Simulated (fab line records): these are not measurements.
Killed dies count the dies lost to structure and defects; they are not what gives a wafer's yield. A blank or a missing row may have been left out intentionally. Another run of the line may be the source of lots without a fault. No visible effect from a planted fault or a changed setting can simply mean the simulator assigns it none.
Chamber matching + flow sky130 + SKY_LI_CONTACT_CMP_02 on cmp-01: 4 sister chambers
The step polishes PSG. 4 wafers are shown with their chamber, then 7 later ones without.

WAFERS, EACH WITH ITS CHAMBER
| wafer  | chamber | motor_current_A (A) |
|--------|---------|---------------------|
| L817.4 | 2       | 9.7                 |
| L817.5 | 0       | 12.5                |
| L819.2 | 3       | 13.6                |
| L819.4 | 1       | 13.5                |

WAFERS WITHOUT THEIR CHAMBER
| wafer  | motor_current_A (A) |
|--------|---------------------|
| L819.6 | 9.8                 |
| L832.1 | 14.3                |
| L832.2 | 13.1                |
| L832.4 | 9.4                 |
| L833.1 | 12.5                |
| L833.4 | 13.4                |
| L833.5 | 14.4                |

THE CHAMBER EACH PASSED THROUGH
| wafer  | from the rows above          | in truth |
|--------|------------------------------|----------|
| L819.6 | 2                            | 2        |
| L832.1 | can't be placed: 3 or 1      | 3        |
| L832.2 | can't be placed: 1 or 3 or 0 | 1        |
| L832.4 | 2                            | 2        |
| L833.1 | 0                            | 0        |
| L833.4 | can't be placed: 1 or 3 or 0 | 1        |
| L833.5 | can't be placed: 3 or 1      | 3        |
Correct placement for 3 of the 7. Unplaceable from these rows: 4, with the true chamber sitting among the candidates in 4. Placed wrongly: 0.
How it was worked out, from the rows above alone: a wafer's distance from a chamber is the root of the sum, over the readings, of the square of ((its reading less the chamber's mean) divided by the reading's scatter). The wafer belongs to the nearest chamber; if the next one is less than 2 further off, it can't be placed. The mean given for a chamber averages the wafers shown for that chamber. The scatter: root of mean squared gap, hidden wafer to nearest shown wafer, with one shown wafer a chamber.
